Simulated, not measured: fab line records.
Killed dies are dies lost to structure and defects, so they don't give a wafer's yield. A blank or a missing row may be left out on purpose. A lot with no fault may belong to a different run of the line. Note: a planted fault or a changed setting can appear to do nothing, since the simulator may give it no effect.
2 desks looking at one fault | flow gf180mcu | each desk holds nothing but its own numbers, with what lay behind them at the end

== FOR THE TOOL OWNER'S DESK: pvd sputter-03 ==
At GF_M1_SPUTTER_01 (material TiN, target thk 30 nm, time 25 s) the tool's own readings: per lot run on this tool, the mean of the sampled wafers that have a number. The brackets show how far a lot's mean lies from the usual mean; more than 4 standard deviations puts the lot out of limits, marked OUT.
Columns: A = throttle valve pct at GF_M1_SPUTTER_01, usual 30.0 %
lot  | first seen here | A
L305 | day 19 11:27    | 29.7
L310 | day 21 06:13    | 30.1
Result from this desk: across the 2 lots, nothing is out of limits.

== METROLOGY DESK ==
What the gauges read, lot by lot, whatever tool the lot ran on: means of the sampled wafers that have a number. The brackets show how far a lot's mean lies from the usual mean; more than 4 standard deviations puts the lot out of limits, marked OUT.
Columns: A = CONTACT_W_RS at GF_CONTACT_RS_MEAS_25, usual 0.385 ohm/sq; B = CONTACT_W_THK at GF_CONTACT_THK_MEAS_26, usual 298 nm
lot  | first seen here | A     | B
L299 | day 17 03:13    | 0.383 | 299
L305 | day 19 10:52    | 0.386 | 297
L310 | day 21 05:37    | 0.390 | 299
L315 | day 23 14:56    | 0.387 | 299
L316 | day 23 16:20    | 0.383 | 293
Result from this desk: across the 5 lots, nothing is out of limits.

== PUT TOGETHER ==
The tool owner's desk saw nothing out of limits.
At the metrology desk, nothing out of limits was observed.

== WHAT THE SIMULATOR HAD INSERTED ==
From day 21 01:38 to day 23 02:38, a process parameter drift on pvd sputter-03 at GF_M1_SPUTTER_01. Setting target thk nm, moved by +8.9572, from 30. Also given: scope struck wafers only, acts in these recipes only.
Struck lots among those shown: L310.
